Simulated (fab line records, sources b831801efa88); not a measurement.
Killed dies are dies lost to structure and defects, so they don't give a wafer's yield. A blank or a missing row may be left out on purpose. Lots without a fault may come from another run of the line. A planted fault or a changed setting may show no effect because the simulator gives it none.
Chamber matching | flow gf180mcu | GF_CONTACT_CVD_02 on pecvd-03: 3 sister chambers
The step deposits SiO2 from TEOS, target thk 860 nm, time 95.992 s. 16 wafers are shown with their chamber, then 8 later ones without.

WAFERS WITH THEIR CHAMBER
wafer  | chamber | heater_power_w (W)
L530.2 | 1       | 738
L530.5 | 0       | 695
L530.6 | 1       | 660
L532.4 | 0       | 533
L532.5 | 2       | 710
L532.6 | 1       | 707
L533.1 | 2       | 771
L533.2 | 1       | 687
L533.6 | 2       | 594
L537.2 | 1       | 635
L537.4 | 0       | 657
L537.6 | 1       | 693
L540.2 | 0       | 667
L540.5 | 1       | 699
L540.6 | 2       | 755
L545.1 | 1       | 732

SIGNATURES (means of the wafers above)
reading        | chamber 0 | chamber 1 | chamber 2 | scatter within a chamber
heater_power_w | 638.00    | 693.88    | 707.50    | 57.5
Rule: a wafer's distance from a chamber is the root of the sum, over the readings, of the square of ((its reading less the chamber's mean) divided by the reading's scatter). The wafer belongs to the nearest chamber; if the next one is less than 2 further off, it can't be placed. The scatter: the root of (the sum of the squares of (reading less its chamber's mean) over the shown wafers, divided by (wafers less chambers)).

WAFERS WITHOUT THEIR CHAMBER
wafer  | heater_power_w (W)
L545.2 | 730
L545.3 | 654
L549.1 | 732
L549.3 | 580
L549.4 | 716
L551.1 | 652
L551.2 | 693
L551.6 | 721

WHICH CHAMBER EACH WENT THROUGH
wafer  | from the rows above          | in truth
L545.2 | can't be placed: 2 or 1 or 0 | 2
L545.3 | can't be placed: 0 or 1 or 2 | 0
L549.1 | can't be placed: 2 or 1 or 0 | 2
L549.3 | can't be placed: 0 or 1 or 2 | 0
L549.4 | can't be placed: 2 or 1 or 0 | 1
L551.1 | can't be placed: 0 or 1 or 2 | 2
L551.2 | can't be placed: 1 or 2 or 0 | 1
L551.6 | can't be placed: 2 or 1 or 0 | 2
Placed correctly: 0 of 8. Can't be placed from these rows: 8 (the true chamber is among the candidates in 8). Placed wrongly: 0.
